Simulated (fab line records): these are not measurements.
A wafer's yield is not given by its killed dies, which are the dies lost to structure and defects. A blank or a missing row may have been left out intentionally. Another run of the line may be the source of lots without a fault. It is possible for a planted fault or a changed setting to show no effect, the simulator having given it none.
2 desks, one fault ; flow gf180mcu ; each desk has only its own numbers; what lay behind them comes last

THE METROLOGY DESK
What the gauges read, lot by lot, whatever tool the lot ran on: means of the sampled wafers that have a number. Any lot whose mean is over 4 standard deviations away from the usual mean is out of limits and marked OUT; that distance is given in the brackets.
Columns: A = SAB_OVL at GF_SAB_OVL_MEAS_10, usual 0.6 nm
lot;first seen here;A
L853;day 15 23:35;0.4
L854;day 16 02:49;1.5
L855;day 16 08:29;0.8
L856;day 16 17:16;1.4
L857;day 17 00:49;1.3
L859;day 18 03:59;0.9
L860;day 18 07:59;1.2
L865;day 19 20:09;-1.4
L866;day 20 06:22;-0.5
L868;day 20 22:59;-0.1
L872;day 22 03:44;-2.1
L873;day 22 14:37;-0.6
L874;day 22 19:13;0.1
This desk's finding: nothing out of limits on any of the 13 lots.

DESK OF THE TOOL OWNER: lithoTrack-02
At GF_CONTACT_SOFTBAKE_10 (time 60 s), the tool's own readings, given per lot that ran on this tool as the mean of the sampled wafers with a number. Any lot whose mean is over 4 standard deviations away from the usual mean is out of limits and marked OUT; that distance is given in the brackets.
Columns: A = heaterPowerTotalW at GF_CONTACT_SOFTBAKE_10, usual 93.04 W; B = resistLineTempC at GF_CONTACT_SOFTBAKE_10, usual 23.03 C; C = runLengthS at GF_CONTACT_SOFTBAKE_10, usual 89.07 s
lot;first seen here;A;B;C
L853;day 16 12:00;93.04;22.98;89.18
L854;day 16 15:00;93.01;23.08;89.02
L856;day 17 06:00;92.99;23.05;88.95
L865;day 20 10:00;95.88 (+43) OUT;23.02;84.02 (-39) OUT
L866;day 20 19:00;95.90 (+43) OUT;22.94;83.96 (-39) OUT
This desk's finding: out of limits on L865, L866; first on L865, day 20 10:00 (heaterPowerTotalW at GF_CONTACT_SOFTBAKE_10). L853, L854, L856: within limits.

TAKEN TOGETHER
The tool owner's desk had the chance to raise an alarm at day 20 10:00 on L865, L866.
Metrology desk: nothing out of limits seen.
The metrology desk has L865, L866 on record, within its limits.
The lots listed all ran GF_CONTACT_SOFTBAKE_10 on lithoTrack-02.

WHAT WAS PUT IN BY THE SIMULATOR
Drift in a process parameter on lithoTrack-02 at GF_CONTACT_SOFTBAKE_10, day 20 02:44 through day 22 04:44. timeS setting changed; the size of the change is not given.
Lots struck among those shown: L865, L866.
Hours from the fault's start to each desk's first reading out of limits: the tool owner's desk, 7.
